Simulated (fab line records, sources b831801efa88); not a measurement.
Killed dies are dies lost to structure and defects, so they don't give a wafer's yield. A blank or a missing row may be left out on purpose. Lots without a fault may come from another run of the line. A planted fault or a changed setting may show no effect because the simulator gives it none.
fab line records | flow sky130
record lots=12 wafers=36 last_day=50
route steps=708 shown METAL4@633 VIA4@657 PAD_OPEN@701
lots that met no fault: from a run of the same line without faults
start_h: hours from the record's first day to the start of the lot's first wafer shown | wait_h: hours since the lot's step before | " the same as in the row above | L1.1+2: a row that stands for several wafers | - no value, or no start given | * or withheld: withheld | < > ~ a bound
route shown NAME@n: a module of which the file shows steps, and the number in the route of the first | usual: mean/standard deviation of fault-free wafers | same: alike in all rows | chamber/n: place in a boat | sites: the reading at each site | _std_site: their standard deviation | _edge_site: outer sites' mean less inner sites' | radius_mm: how far each site lies from the wafer's centre | mask NAME#n: copy n | behind: the tool/chamber that last shaped the wafer | hold: why the lot was held/for how many hours/how that ended | device: the transistor (n, p or np) that didn't switch | end of line: the same wafers' tests at the end of the route | a step without rows: its recipe alone | killed: dies lost to structure and defects at the first sort, not the wafer's yield | map: a wafer's dies, x killed, . not, _ none there
set.NAME: the setting as run; set.NAME@STEP: as run at that earlier step | model.NAME: the simulator's own value behind a step, which no gauge read
steps of the route over a sample of lots; a table a step, a row a wafer
services: from which hour (start_h, from the record's first day; less than 0 if before it) a tool's chamber was out of use, for how many hours, and why
## steps
# step SKY_METAL4_ETCH_17
# recipe target=SiO2 stop_on=TiN chemistry=C4F8/O2/Ar source_w=1500 bias_w=1200 pressure_mtorr=40 c4f8_flow_sccm=withheld O2_flow_sccm=6 Ar_flow_sccm=300 time_s=3.9 target_depth_a=150
# usual oes_product_au=0.754/0.0074
# columns lot.wafer tool chamber start_h wait_h oes_product_au rf_hours_counter_h
L574.2 rie_diel-01 3 972.31 0.1 0.757 6
L574.3 " 0 " " 0.747 7
L574.6 " 3 " " 0.763 -
L576.1 rie_diel-03 0 987.68 0.1 0.748 7
L576.4 " 1 " " 0.750 18
L576.5 " 2 " " 0.754 -
L577.4 rie_diel-03 2 1004.35 0.1 0.761 18
L577.5 " 2 " " 0.760 -
L577.6 " 1 " " 0.762 -
L578.1 rie_diel-03 3 1007.40 0.1 0.734 2
L578.2 " 1 " " 0.758 18
L578.3 " 2 " " 0.762 18
L579.4 rie_diel-01 0 1011.06 0.0 0.758 -
L579.5 " 1 " " 0.762 -
L579.6 " 3 " " 0.764 -
L580.1 rie_diel-01 1 1013.08 0.1 0.752 10
L580.3 " 0 " " 0.756 8
L580.6 " 1 " " 0.752 -
L588.1 rie_diel-03 1 1069.32 0.1 0.747 21
L588.2 " 0 " " 0.744 10
L588.3 " 2 " " 0.753 21
L589.1 rie_diel-03 3 1075.63 0.1 0.736 4
L589.5 " 0 " " 0.756 -
L589.6 " 3 " " 0.756 -
L592.1 rie_diel-01 2 1093.28 0.1 0.751 16
L592.3 " 3 " " 0.752 10
L592.6 " 3 " " 0.752 -
L591.1 rie_diel-01 2 1096.43 0.1 0.746 16
L591.4 " 1 " " 0.762 11
L591.6 " 3 " " 0.760 -
L593.1 rie_diel-04 0 1098.85 0.1 0.748 15
L593.2 " 1 " " 0.750 23
L593.3 " 3 " " 0.760 29
L595.3 rie_diel-04 2 1110.55 0.0 0.753 24
L595.5 " 2 " " 0.757 -
L595.6 " 1 " " 0.765 -
# step SKY_VIA4_CVD_18
# recipe material=W target_thk_nm=505 time_s=152.14 temp_c=400 pressure_torr=40
# usual chamber_pressure_Torr=40.00/0.09 heater_power_w=920/79
# columns lot.wafer tool chamber start_h wait_h chamber_pressure_Torr heater_power_w
L574.2 cvd_w-02 0 998.35 0.0 40.06 919
L574.3 " 0 " " 40.04 902
L574.6 " 0 " " 39.93 916
L576.1 cvd_w-02 0 1013.20 0.0 39.99 897
L576.4 " 1 " " 39.80 867
L576.5 " 1 " " 39.89 844
L577.4 cvd_w-02 1 1029.06 0.1 39.90 840
L577.5 " 1 " " 39.96 860
L577.6 " 0 " " 39.85 895
L578.1 cvd_w-02 0 1032.51 0.0 40.07 903
L578.2 " 1 " " 39.98 870
L578.3 " 0 " " 40.03 911
L579.4 cvd_w-01 1 1035.78 0.1 39.92 1066
L579.5 " 0 " " 39.95 845
L579.6 " 1 " " 40.13 1062
L580.1 cvd_w-02 0 1037.57 0.0 40.18 903
L580.3 " 1 " " 39.99 849
L580.6 " 0 " " 39.96 922
L588.1 cvd_w-01 0 1091.96 0.0 39.81 867
L588.2 " 1 " " 39.90 1052
L588.3 " 0 " " 40.04 881
L589.1 cvd_w-01 1 1098.00 0.0 39.99 1044
L589.5 " 1 " " 39.90 1049
L589.6 " 0 " " 40.01 853
L592.1 cvd_w-01 0 1115.16 0.1 40.11 864
L592.3 " 0 " " 40.07 884
L592.6 " 0 " " 40.09 879
L591.1 cvd_w-01 0 1118.46 0.0 40.05 847
L591.4 " 0 " " 40.04 882
L591.6 " 0 " " 40.05 879
L593.1 cvd_w-02 1 1120.70 0.0 40.04 848
L593.2 " 1 " " 40.04 866
L593.3 " 1 " " 40.14 856
L595.3 cvd_w-02 0 1132.06 0.1 39.91 885
L595.5 " 0 " " 39.90 905
L595.6 " 1 " " 40.07 866
# step SKY_VIA4_CMP_21
# recipe stop_on=SiO2 t_overpolish_s=25 down_force_psi=3.5 platen_rpm=60 target_thk_nm=0 pad_velocity_m_s=0.94248
# usual motor_current_A=11.1/1.4 overpolish_run_s=25.001/0.0099 time_to_endpoint_s=123/3.2
# columns lot.wafer tool chamber start_h wait_h motor_current_A overpolish_run_s time_to_endpoint_s
L574.3 cmp-02 3 998.73 0.1 13.5 25.011 127
L574.2 " 1 " " 10.5 24.999 126
L574.6 " 3 " " 13.3 24.989 133
L576.4 cmp-02 3 1013.77 0.3 12.8 24.996 125
L576.1 " 1 " " 10.1 25.004 125
L576.5 " 0 " " 10.8 25.000 127
L577.4 cmp-01 3 1029.97 0.7 10.5 24.996 122
L577.5 " 0 " " 11.5 25.014 128
L577.6 " 1 " " 12.6 25.005 120
L578.2 cmp-02 2 1032.84 0.0 9.1 24.997 120
L578.1 " 3 " " 13.1 25.002 123
L578.3 " 0 " " 10.2 24.994 124
L579.4 cmp-02 1 1036.11 0.1 10.2 25.002 119
L579.5 " 0 " " 10.8 25.003 118
L579.6 " 1 " " 9.7 25.000 119
L580.3 cmp-01 0 1037.91 0.0 11.9 25.002 124
L580.1 " 2 " " 10.4 24.994 123
L580.6 " 0 " " 11.6 25.005 122
L588.3 cmp-02 2 1092.38 0.1 9.2 24.997 119
L588.2 " 3 " " 12.6 25.007 120
L588.1 " 1 " " 9.8 25.016 124
L589.1 cmp-02 1 1098.48 0.2 9.8 24.991 122
L589.6 " 2 " " 9.5 25.016 120
L589.5 " 3 " " 13.4 25.012 123
L592.3 cmp-02 2 1115.64 0.2 9.1 25.001 122
L592.1 " 3 " " 13.4 25.011 125
L592.6 " 2 " " 9.0 25.007 123
L591.1 cmp-01 0 1118.99 0.3 12.3 24.995 126
L591.4 " 1 " " 12.0 25.015 127
L591.6 " 3 " " 9.9 24.990 124
L593.2 cmp-02 0 1121.19 0.0 10.9 24.976 122
L593.1 " 1 " " 9.4 25.012 126
L593.3 " 2 " " 9.3 25.003 122
L595.3 cmp-02 3 1132.64 0.3 11.7 25.003 117
L595.6 " 1 " " 9.6 24.991 124
L595.5 " 2 " " 9.3 25.017 121
# step SKY_PAD_OPEN_ETCH_07
# recipe chemistry=CF4/O2 target_depth_nm=725 stop_on=AlCu source_w=786.8 bias_w=150 pressure_mtorr=150 cf4_flow_sccm=80 O2_flow_sccm=10 time_s=161.1
# usual O2_flow_sccm=9.998/0.029 drypump_motor_current_A=6.0/0.37 oes_product_au=0.974/0.0066 throttle_valve_pct=5.963/0.0097
# columns lot.wafer tool chamber start_h wait_h O2_flow_sccm drypump_motor_current_A oes_product_au rf_hours_counter_h throttle_valve_pct
L574.2 rie_diel-03 3 1067.71 - 9.992 6.0 0.968 4 5.962
L574.3 " 1 " " 10.015 6.0 0.970 21 5.953
L574.6 " 0 " " 10.026 6.3 0.974 - 5.961
L576.1 rie_diel-04 0 1078.76 - 10.002 5.9 0.973 14 5.953
L576.4 " 1 " " 10.050 6.3 0.982 23 5.951
L576.5 " 3 " " 10.040 6.3 0.981 - 5.973
L577.4 rie_diel-02 1 1095.06 - 10.034 5.2 0.983 24 5.950
L577.5 " 0 " " 10.027 5.1 0.982 - 5.962
L577.6 " 3 " " 10.010 5.5 0.986 - 5.974
L578.1 rie_diel-04 2 1097.59 - 9.970 6.4 0.972 24 5.965
L578.2 " 1 " " 10.020 6.3 0.975 23 5.966
L578.3 " 0 " " 9.972 5.9 0.974 15 5.956
L579.4 rie_diel-02 1 1100.19 - 9.933 5.2 0.969 24 5.964
L579.5 " 3 " " 10.015 5.5 0.964 - 5.942
L579.6 " 0 " " 9.993 5.2 0.978 - 5.967
L580.1 rie_diel-04 1 1102.13 - 9.988 6.3 0.968 24 5.974
L580.3 " 3 " " 9.947 6.3 0.973 29 5.952
L580.6 " 3 " " 9.999 6.3 0.975 - 5.935
L588.1 rie_diel-03 0 1152.13 - 10.016 6.3 0.966 13 5.968
L588.2 " 1 " " 9.979 6.0 0.975 24 5.975
L588.3 " 2 " " 9.933 5.7 0.959 24 5.972
L589.1 rie_diel-02 3 1156.31 - 9.961 5.5 0.970 9 5.960
L589.5 " 3 " " 10.041 5.5 0.981 - 5.973
L589.6 " 2 " " 9.982 6.1 0.970 - 5.954
L592.1 rie_diel-04 3 1172.71 - 9.997 6.3 0.964 2 5.958
L592.3 " 2 " " 9.965 6.4 0.975 27 5.958
L592.6 " 0 " " 9.974 5.9 0.974 - 5.975
L591.1 rie_diel-03 0 1174.73 - 10.011 6.2 0.973 14 5.955
L591.4 " 0 " " 9.977 6.3 0.977 - 5.971
L591.6 " 3 " " 9.955 6.0 0.986 - 5.961
L593.1 rie_diel-04 1 1176.18 - 10.009 6.3 0.975 27 5.944
L593.2 " 3 " " 9.993 6.3 0.978 2 5.978
L593.3 " 0 " " 10.034 5.9 0.964 18 5.964
L595.3 rie_diel-03 1 1186.23 - 10.014 6.0 0.971 26 5.944
L595.5 " 2 " " 9.995 5.7 0.973 - 5.960
L595.6 " 3 " " 10.028 6.0 0.979 - 5.974
# step SKY_PAD_OPEN_PROBE_99
# usual defect_limited_yield=82.2/1.7 killed_at_M0_to_M3=44/6.3 killed_at_M4_up=3.1/2 killed_at_contacts=24/4.8 killed_at_front_end=15/4.6 killed_at_other=0.2/0.51 killed_dies=87/8.4 killed_open=48/6.4 killed_short=39/5.9 sort_bin_3_pad_short=0.9/0.41 sort_bin_5_function=10.5/1.4 sort_bin_6_memory=6.3/1.1 sort_n_pass=405/8.4 sort_yield_pct=82.2/1.7
# same gross_dies=492 killed_at_back_side=0 sort_bin_4_leakage[%]=0 sort_bin_8_speed[%]=0
# columns lot.wafer tool chamber start_h wait_h defect_limited_yield[%] killed_at_M0_to_M3 killed_at_M4_up killed_at_contacts killed_at_front_end killed_at_other killed_dies killed_open killed_short sort_bin_3_pad_short[%] sort_bin_5_function[%] sort_bin_6_memory[%] sort_n_pass sort_yield_pct[%]
L578.1 prober-02 - 1099.95 0.1 84.8 31 5 23 15 1 75 37 38 0.4 7.9 6.9 417 84.8
L578.2 prober-02 - 1100.00 0.1 83.9 28 4 29 18 0 79 37 42 0.6 9.8 5.7 413 83.9
L578.3 prober-02 - 1100.05 0.2 81.9 38 2 31 18 0 89 56 33 0.6 10.2 7.3 403 81.9
L588.1 prober-02 - 1154.45 0.1 70.5 41 67 23 14 0 145 47 37 4.5 18.1 6.9 347 70.5
L588.2 prober-02 - 1154.50 0.1 76.4 52 31 17 16 0 116 41 46 3.5 14.0 6.1 376 76.4
L588.3 prober-02 - 1154.55 0.2 77.8 42 36 20 11 0 109 38 35 3.7 12.6 5.9 383 77.8
L589.1 prober-01 - 1158.63 0.1 74.4 36 59 18 13 0 126 44 24 4.7 16.1 4.9 366 74.4
L589.5 prober-01 - 1158.83 0.2 76.2 42 35 25 15 0 117 57 30 2.4 14.6 6.7 375 76.2
L589.6 prober-01 - 1158.88 0.2 70.5 39 64 26 16 0 145 51 35 2.8 19.5 7.1 347 70.5
L592.1 prober-01 - 1176.33 0.1 82.3 44 4 29 10 0 87 45 42 1.0 8.3 8.3 405 82.3
L592.3 prober-01 - 1176.43 0.2 82.5 33 1 33 18 1 86 38 48 1.2 8.9 7.3 406 82.5
L592.6 prober-01 - 1176.58 0.2 81.3 40 2 26 23 1 92 53 39 1.2 10.2 7.3 400 81.3
L591.1 prober-02 - 1177.05 0.1 83.9 36 0 27 14 2 79 39 40 0.8 11.6 3.7 413 83.9
L591.4 prober-02 - 1177.20 0.2 82.3 43 0 33 11 0 87 50 37 1.0 10.2 6.5 405 82.3
L591.6 prober-02 - 1177.30 0.2 80.7 45 3 34 13 0 95 56 39 0.6 11.2 7.5 397 80.7
# killed by level:class
L578.1 CONTACT:geometric_particle:open=11 METAL2:geometric_particle:short=7 VIA3:geometric_particle:open=7 FIELD_ISO:geometric_particle:short=6 CONTACT:geometric_particle:short=5 POLY_GATE:geometric_particle:open=4 VIA2:geometric_particle:short=4 LOCAL_INTERCONNECT:geometric_particle:short=4
L578.2 LI_CONTACT:geometric_particle:open=8 CONTACT:geometric_particle:open=7 FIELD_ISO:geometric_particle:short=6 LOCAL_INTERCONNECT:geometric_particle:short=6 VIA2:geometric_particle:open=6 LI_CONTACT:geometric_particle:short=4 METAL1:geometric_particle:short=4 METAL4:geometric_particle:short=4
L578.3 CONTACT:geometric_particle:open=17 VIA1:geometric_particle:open=12 POLY_GATE:geometric_particle:open=5 LOCAL_INTERCONNECT:geometric_particle:short=5 VIA3:geometric_particle:open=5 FIELD_ISO:geometric_particle:short=4 FIELD_ISO:geometric_particle:open=4 LI_CONTACT:geometric_particle:open=4
L588.1 METAL4:unspecified=61 CONTACT:geometric_particle:open=14 VIA1:geometric_particle:open=7 VIA3:geometric_particle:open=5 VIA2:geometric_particle:short=5 METAL1:geometric_particle:short=5 VIA2:geometric_particle:open=5 METAL2:geometric_particle:short=5
L588.2 METAL4:unspecified=29 METAL1:geometric_particle:short=9 VIA2:geometric_particle:open=7 VIA2:geometric_particle:short=6 POLY_GATE:geometric_particle:open=5 VIA3:geometric_particle:open=5 CONTACT:geometric_particle:short=5 VIA1:geometric_particle:open=5
L588.3 METAL4:unspecified=36 CONTACT:geometric_particle:open=9 VIA1:geometric_particle:open=8 VIA2:geometric_particle:short=5 LI_CONTACT:geometric_particle:open=5 METAL1:geometric_particle:short=5 LOCAL_INTERCONNECT:geometric_particle:short=4 METAL3:geometric_particle:short=4
L589.1 METAL4:unspecified=58 VIA1:geometric_particle:open=10 CONTACT:geometric_particle:open=8 FIELD_ISO:geometric_particle:short=6 LI_CONTACT:geometric_particle:open=6 METAL1:geometric_particle:open=5 VIA3:geometric_particle:open=4 METAL3:geometric_particle:short=4
L589.5 METAL4:unspecified=30 CONTACT:geometric_particle:open=10 VIA1:geometric_particle:open=10 LI_CONTACT:geometric_particle:open=7 VIA2:geometric_particle:open=7 FIELD_ISO:geometric_particle:open=5 CONTACT:geometric_particle:short=5 POLY_GATE:geometric_particle:short=4
L589.6 METAL4:unspecified=59 VIA1:geometric_particle:open=12 LI_CONTACT:geometric_particle:open=10 CONTACT:geometric_particle:open=7 POLY_GATE:geometric_particle:open=6 VIA2:geometric_particle:open=5 METAL3:geometric_particle:short=5 FIELD_ISO:geometric_particle:open=4
L592.1 VIA1:geometric_particle:open=12 VIA3:geometric_particle:open=11 LI_CONTACT:geometric_particle:open=9 METAL2:geometric_particle:short=8 CONTACT:geometric_particle:short=7 CONTACT:geometric_particle:open=6 LOCAL_INTERCONNECT:geometric_particle:short=4 METAL1:geometric_particle:short=4
L592.3 CONTACT:geometric_particle:open=11 FIELD_ISO:geometric_particle:short=9 VIA1:geometric_particle:open=8 LOCAL_INTERCONNECT:geometric_particle:short=7 CONTACT:geometric_particle:short=7 VIA1:geometric_particle:short=6 METAL1:geometric_particle:short=5 VIA3:geometric_particle:open=5
L592.6 CONTACT:geometric_particle:open=10 VIA1:geometric_particle:open=10 FIELD_ISO:geometric_particle:open=9 LI_CONTACT:geometric_particle:open=6 METAL2:geometric_particle:short=5 LOCAL_INTERCONNECT:geometric_particle:short=5 VIA3:geometric_particle:open=5 POLY_GATE:geometric_particle:open=4
L591.1 CONTACT:geometric_particle:open=10 VIA1:geometric_particle:open=7 CONTACT:geometric_particle:short=6 LI_CONTACT:geometric_particle:open=5 METAL1:geometric_particle:short=5 VIA1:geometric_particle:short=5 METAL2:geometric_particle:short=5 FIELD_ISO:geometric_particle:open=4
L591.4 CONTACT:geometric_particle:open=15 VIA1:geometric_particle:open=9 VIA1:geometric_particle:short=8 LI_CONTACT:geometric_particle:open=7 VIA3:geometric_particle:open=7 VIA2:geometric_particle:open=6 LI_CONTACT:geometric_particle:short=5 POLY_GATE:geometric_particle:short=4
L591.6 VIA1:geometric_particle:open=13 LI_CONTACT:geometric_particle:short=10 LI_CONTACT:geometric_particle:open=10 CONTACT:geometric_particle:open=8 VIA2:geometric_particle:open=8 VIA1:geometric_particle:short=7 FIELD_ISO:geometric_particle:open=5 VIA3:geometric_particle:open=5
## services
# columns tool chamber start_h hours kind
cvd_w-02 - 969.06 9.7 repair
cmp-02 - 977.54 1.5 repair
cmp-02 - 983.28 0.6 repair
cmp-02 - 985.62 7.0 pm
rie_diel-04 2 992.93 4.6 repair
rie_diel-01 - 1004.02 4.3 pm
rie_diel-01 2 1010.81 6.0 repair
rie_diel-03 1 1031.41 4.1 repair
rie_diel-01 1 1043.32 29.9 repair
cmp-02 - 1055.13 3.5 pm
cvd_w-02 1 1056.49 4.8 repair
rie_diel-03 - 1057.45 0.3 repair
cmp-02 - 1078.94 0.4 repair
cvd_w-01 - 1081.33 0.4 repair
rie_diel-03 0 1094.16 14.0 repair
rie_diel-04 2 1098.02 5.8 repair
cmp-02 - 1099.25 4.0 pm
rie_diel-04 3 1105.44 2.9 repair
cmp-02 - 1111.86 0.3 repair
cvd_w-02 0 1114.67 6.8 repair
rie_diel-03 - 1139.64 1.5 repair
cvd_w-02 - 1149.20 2.1 repair
cvd_w-02 1 1182.32 13.1 repair
cmp-02 - 1185.36 0.8 repair
## key
first_sign step=SKY_PAD_OPEN_PROBE_99 reading=killed_at_M4_up direction=up sigmas=23 usual=3.1 struck=48.7
effect step=SKY_PAD_OPEN_PROBE_99 reading=sort_bin_3_pad_short direction=up sigmas=6.6 usual=0.9 struck=3.6
met_at SKY_METAL4_ETCH_17
struck_lots L588,L589
not_acting_at SKY_VIA4_CVD_18,SKY_VIA4_CMP_21,SKY_PAD_OPEN_ETCH_07
onset_between 1007.40 1069.32
fault kind=chamber_particle_source tool=rie_diel-03 chamber=- onset_h=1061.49 steps=SKY_METAL4_ETCH_17 rate_per_visit_cm2=1.3983 end_h=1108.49
